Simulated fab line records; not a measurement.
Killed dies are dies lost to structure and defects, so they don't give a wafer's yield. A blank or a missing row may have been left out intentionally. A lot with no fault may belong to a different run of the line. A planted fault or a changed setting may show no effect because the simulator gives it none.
Which of the tools did it?	flow gf180mcu	route of 602 steps, sampled at 1 step: 6 lots, 18 wafers

WHAT THE GAUGES SHOWED, per wafer
GF_CONTACT_THK_MEAS_01.
lot	measured	on	CONTACT_CVD_00_THK (nm)
L775	day 15 17:40	film metro-03	305 300 306
L778	day 16 17:05	film metro-03	297 300 299
L781	day 18 04:16	film metro-04	302 299 301
L783	day 18 20:58	film metro-03	296 298 292
L785	day 19 16:54	film metro-03	294 298 294
L788	day 21 00:59	film metro-03	302 300 294

TOOL THAT RAN EACH LOT (tool first, then ch and the chambers of the sampled wafers, then the start)
Before these readings, the record contains no process step.

THE ANSWER, worked out from the rows above alone
Rule: the lots themselves supply what counts as usual. The widest of any qualifying gaps counts: lots, ordered by their means at a reading, are off when they make up no more than a third of the lots, leave a main group of 4 or more, and stand apart from it by 3 or more times the standard deviation of that group's means. A main group is skipped when, at the precision printed for the reading in the tables above, its means are all equal. Also off: a lot with no number at a reading for which 4 or more lots have one. Any other lot the step has rows for is counted as sound.
Nothing can be told from this: no lot is off at any reading shown.

WHAT HAD BEEN PUT IN BY THE SIMULATOR
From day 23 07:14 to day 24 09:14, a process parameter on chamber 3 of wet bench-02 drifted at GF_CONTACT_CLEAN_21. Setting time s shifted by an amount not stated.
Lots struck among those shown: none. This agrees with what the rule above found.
